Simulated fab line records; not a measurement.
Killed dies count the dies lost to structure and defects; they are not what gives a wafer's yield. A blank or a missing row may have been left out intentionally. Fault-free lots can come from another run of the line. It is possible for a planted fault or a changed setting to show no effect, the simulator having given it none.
Which tool was responsible? ; flow gf180mcu ; 21 wafers from 7 lots sampled at 3 of the route's 602 steps

## WHAT EACH GAUGE READ, for each wafer
GF_POLY_GATE_THK_MEAS_01.
lot;measured;on;POLY_GATE_CVD_00_THK (nm)
L352;day 8 23:39;filmMetro-03;198.7 198.2 198.4
L354;day 9 04:30;filmMetro-02;200.5 201.3 199.5
L357;day 10 04:44;filmMetro-04;200.0 200.5 201.9
L359;day 10 20:50;filmMetro-03;199.0 198.6 199.2
L363;day 11 23:01;filmMetro-02;199.7 202.8 201.1
L369;day 13 18:22;filmMetro-04;296.8 295.9 297.2
L371;day 14 05:55;filmMetro-03;296.7 296.3 296.3

## WHAT TOOL EACH LOT RAN ON (gives the tool, then ch and the chambers of the sampled wafers, and finally the start)
lot;GF_VT_IMPLANT_RTA_45;GF_POLY_GATE_CVD_00
L352;rtpAnneal-01 ch 0, day 8 00:57;lpcvd-01 ch 1, day 8 22:19
L354;rtpAnneal-02 ch 0, day 8 05:34;lpcvd-01 ch 0, day 9 03:08
L357;rtpAnneal-01 ch 0, day 9 05:18;lpcvd-01 ch 0, day 10 03:22
L359;rtpAnneal-02 ch 0, day 9 21:11;lpcvd-02 ch 1, day 10 19:30
L363;rtpAnneal-02 ch 0, day 10 21:02;lpcvd-02 ch 1, day 11 21:01
L369;rtpAnneal-02 ch 0, day 12 15:49;lpcvd-01 ch 0, day 13 17:00
L371;rtpAnneal-02 ch 0, day 13 04:22;lpcvd-01 ch 0, day 14 04:33
- GF_VT_IMPLANT_RTA_45: time 30 s.
- GF_POLY_GATE_CVD_00: deposits poly-Si, target thk 200 nm, time 1200 s.

## THE ANSWER, worked out from the rows above alone
Rule: what is usual is taken from the lots themselves. Put in order of their means at a reading, lots are off if they are a third of the lots or fewer, leave a main group of 4 or more, and stand apart from it by a gap of 3 or more times the standard deviation of the main group's means; of several such gaps the widest counts. A main group is skipped when, at the precision printed for the reading in the tables above, its means are all equal. A lot without any number at a reading at which 4 lots or more have one is off too. Where the step has rows for the other lots, those lots are counted as sound.
Off: at GF_POLY_GATE_THK_MEAS_01 (POLY_GATE_CVD_00_THK), L369, L371. The main group has a mean of 200.0 nm with a standard deviation of 1.1.
A tool fits if, at a process step before that reading, it ran every lot that is off, and no sound lot after the first of them. Those tools and the gauges at GF_POLY_GATE_THK_MEAS_01 are tried in the same way. Undecided on this evidence; 2 tools fit (rtpAnneal-02 at GF_VT_IMPLANT_RTA_45, lpcvd-01 at GF_POLY_GATE_CVD_00).

## WHAT WAS PUT IN BY THE SIMULATOR
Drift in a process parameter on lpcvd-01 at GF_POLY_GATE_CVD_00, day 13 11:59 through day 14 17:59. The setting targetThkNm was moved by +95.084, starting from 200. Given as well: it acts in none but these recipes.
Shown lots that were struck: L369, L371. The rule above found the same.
